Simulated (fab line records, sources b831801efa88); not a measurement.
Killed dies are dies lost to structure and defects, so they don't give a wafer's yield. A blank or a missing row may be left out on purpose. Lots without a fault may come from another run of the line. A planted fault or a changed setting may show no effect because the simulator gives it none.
Chamber matching | flow gf180mcu | GF_V1_CMP_26 on cmp-02: 4 sister chambers
The step polishes, stops on SiO2, t overpolish 15 s, target thk 0 nm. 18 wafers are shown with their chamber, then 9 later ones without.

WAFERS WITH THEIR CHAMBER
wafer  | chamber | motor_current_A (A) | time_to_endpoint_s (s) | edge_zone_pressure_frac
L449.2 | 3       | 10.8                | 89                     | 1.001
L449.4 | 2       | 10.8                | 93                     | 0.999
L449.6 | 1       | 9.8                 | 87                     | 0.996
L450.3 | 1       | 10.0                | 85                     | 0.998
L450.4 | 0       | 12.8                | 90                     | 1.004
L450.6 | 0       | 12.7                | 86                     | 1.001
L451.1 | 1       | 10.2                | 83                     | 1.006
L451.3 | 2       | 11.7                | 87                     | 1.003
L451.5 | 2       | 11.1                | 82                     | 0.996
L454.1 | 0       | 13.1                | 87                     | 0.995
L454.4 | 1       | 9.7                 | 82                     | 0.999
L454.5 | 2       | 11.9                | 88                     | 0.994
L456.1 | 3       | 12.5                | 85                     | 1.004
L456.2 | 0       | 12.6                | 86                     | 0.998
L456.6 | 3       | 12.2                | 86                     | 0.998
L457.6 | 3       | 12.0                | 86                     | 1.000
L460.2 | 3       | 11.5                | 88                     | 0.999
L460.4 | 1       | 10.3                | 87                     | 0.996

SIGNATURES (means of the wafers above)
reading                 | chamber 0 | chamber 1 | chamber 2 | chamber 3 | scatter within a chamber
motor_current_A         | 12.800    | 10.000    | 11.375    | 11.800    | 0.46
time_to_endpoint_s      | 87.25     | 84.80     | 87.50     | 86.80     | 2.72
edge_zone_pressure_frac | 0.99950   | 0.99900   | 0.99800   | 1.00040   | 0.00359
Rule: a wafer's distance from a chamber is the root of the sum, over the readings, of the square of ((its reading less the chamber's mean) divided by the reading's scatter). The wafer belongs to the nearest chamber; if the next one is less than 2 further off, it can't be placed. The scatter: the root of (the sum of the squares of (reading less its chamber's mean) over the shown wafers, divided by (wafers less chambers)).

WAFERS WITHOUT THEIR CHAMBER
wafer  | motor_current_A (A) | time_to_endpoint_s (s) | edge_zone_pressure_frac
L469.1 | 11.3                | 89                     | 1.002
L469.4 | 9.9                 | 88                     | 0.998
L469.6 | 12.3                | 87                     | 0.991
L470.2 | 10.1                | 84                     | 1.002
L470.4 | 13.0                | 87                     | 1.000
L470.6 | 9.9                 | 86                     | 1.010
L471.2 | 12.8                | 89                     | 1.001
L471.3 | 10.2                | 87                     | 1.000
L471.4 | 11.9                | 89                     | 0.994

WHICH CHAMBER EACH WENT THROUGH
wafer  | from the rows above          | in truth
L469.1 | can't be placed: 2 or 3      | 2
L469.4 | can't be placed: 1 or 2      | 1
L469.6 | can't be placed: 0 or 2 or 3 | 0
L470.2 | 1                            | 1
L470.4 | 0                            | 0
L470.6 | can't be placed: 1 or 2 or 3 | 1
L471.2 | can't be placed: 0 or 3      | 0
L471.3 | can't be placed: 1 or 2      | 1
L471.4 | can't be placed: 2 or 3 or 0 | 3
Placed correctly: 2 of 9. Can't be placed from these rows: 7 (the true chamber is among the candidates in 7). Placed wrongly: 0.
